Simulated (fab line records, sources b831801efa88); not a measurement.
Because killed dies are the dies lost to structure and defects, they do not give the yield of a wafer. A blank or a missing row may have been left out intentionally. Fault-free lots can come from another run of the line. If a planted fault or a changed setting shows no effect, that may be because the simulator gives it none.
Which tool did it? / flow gf180mcu / Sampling: 6 lots, 16 wafers, 4 of 602 route steps

## WHAT THE GAUGES SHOWED, per wafer
GF_TOP_METAL_CD_MEAS_14 targets a cd of 440 nm.
lot=L889; measured=day 28 16:01; on=cd_sem-02; cd_nm (nm)=440.0 439.6 441.2
lot=L893; measured=day 29 13:25; on=cd_sem-02; cd_nm (nm)=439.1 440.7 437.9
lot=L894; measured=day 29 23:47; on=cd_sem-02; cd_nm (nm)=447.1 448.0 446.5
lot=L897; measured=day 30 18:52; on=cd_sem-01; cd_nm (nm)=437.2 439.8 436.4
lot=L900; measured=day 31 16:26; on=cd_sem-02; cd_nm (nm)=438.1 439.0 436.7
lot=L908; measured=day 33 12:52; on=cd_sem-01; cd_nm (nm)=431.3

## WHICH TOOL RAN EACH LOT (tool, then ch and the chambers of the sampled wafers, then the start)
lot=L889; GF_MIM_SPUTTER_03=pvd_sputter-04, day 25 02:08; GF_V5_ETCH_17=rie_diel-03 ch 0,1, day 28 06:30 or earlier; GF_TOP_METAL_EXPOSE_11=iline_stepper-02 ch 0, day 28 06:30
lot=L893; GF_MIM_SPUTTER_03=pvd_sputter-04, day 26 03:15; GF_V5_ETCH_17=rie_diel-04 ch 0,1,3, day 29 04:01 or earlier; GF_TOP_METAL_EXPOSE_11=iline_stepper-02 ch 0, day 29 04:01
lot=L894; GF_MIM_SPUTTER_03=pvd_sputter-04, day 26 13:48; GF_V5_ETCH_17=rie_diel-03 ch 0,1,3, day 29 14:52 or earlier; GF_TOP_METAL_EXPOSE_11=iline_stepper-01 ch 0, day 29 14:52
lot=L897; GF_MIM_SPUTTER_03=pvd_sputter-03, day 27 10:32; GF_V5_ETCH_17=rie_diel-04 ch 0,1, day 30 09:47 or earlier; GF_TOP_METAL_EXPOSE_11=iline_stepper-02 ch 0, day 30 09:47
lot=L900; GF_MIM_SPUTTER_03=pvd_sputter-02, day 28 11:50; GF_V5_ETCH_17=rie_diel-02 ch 2,3, day 31 08:27 or earlier; GF_TOP_METAL_EXPOSE_11=iline_stepper-02 ch 0, day 31 08:27
lot=L908; GF_MIM_SPUTTER_03=pvd_sputter-04, day 30 15:38; GF_V5_ETCH_17=rie_diel-03 ch 3, day 33 05:31 or earlier; GF_TOP_METAL_EXPOSE_11=iline_stepper-02 ch 0, day 33 05:31
- GF_MIM_SPUTTER_03: material Ti, target thk 10 nm, time 6.7 s.
- GF_V5_ETCH_17: etches SiO2 in C4F8/O2/Ar, stops on TiN, target depth 855 nm.
- GF_TOP_METAL_EXPOSE_11: exposes mask MetalTop, target cd 440 nm.

## THE ANSWER, worked out from the rows above alone
Rule: usual is defined by the lots themselves. The widest of any qualifying gaps counts: lots, ordered by their means at a reading, are off when they make up no more than a third of the lots, leave a main group of 4 or more, and stand apart from it by 3 or more times the standard deviation of that group's means. If all means in a main group match to the digits the tables above print for the reading, that group is not used. A lot without any number at a reading at which 4 lots or more have one is off too. Any other lot the step has rows for is counted as sound.
None of the lots is off at any reading shown; this tells nothing.

## WHAT THE SIMULATOR HAD PUT IN
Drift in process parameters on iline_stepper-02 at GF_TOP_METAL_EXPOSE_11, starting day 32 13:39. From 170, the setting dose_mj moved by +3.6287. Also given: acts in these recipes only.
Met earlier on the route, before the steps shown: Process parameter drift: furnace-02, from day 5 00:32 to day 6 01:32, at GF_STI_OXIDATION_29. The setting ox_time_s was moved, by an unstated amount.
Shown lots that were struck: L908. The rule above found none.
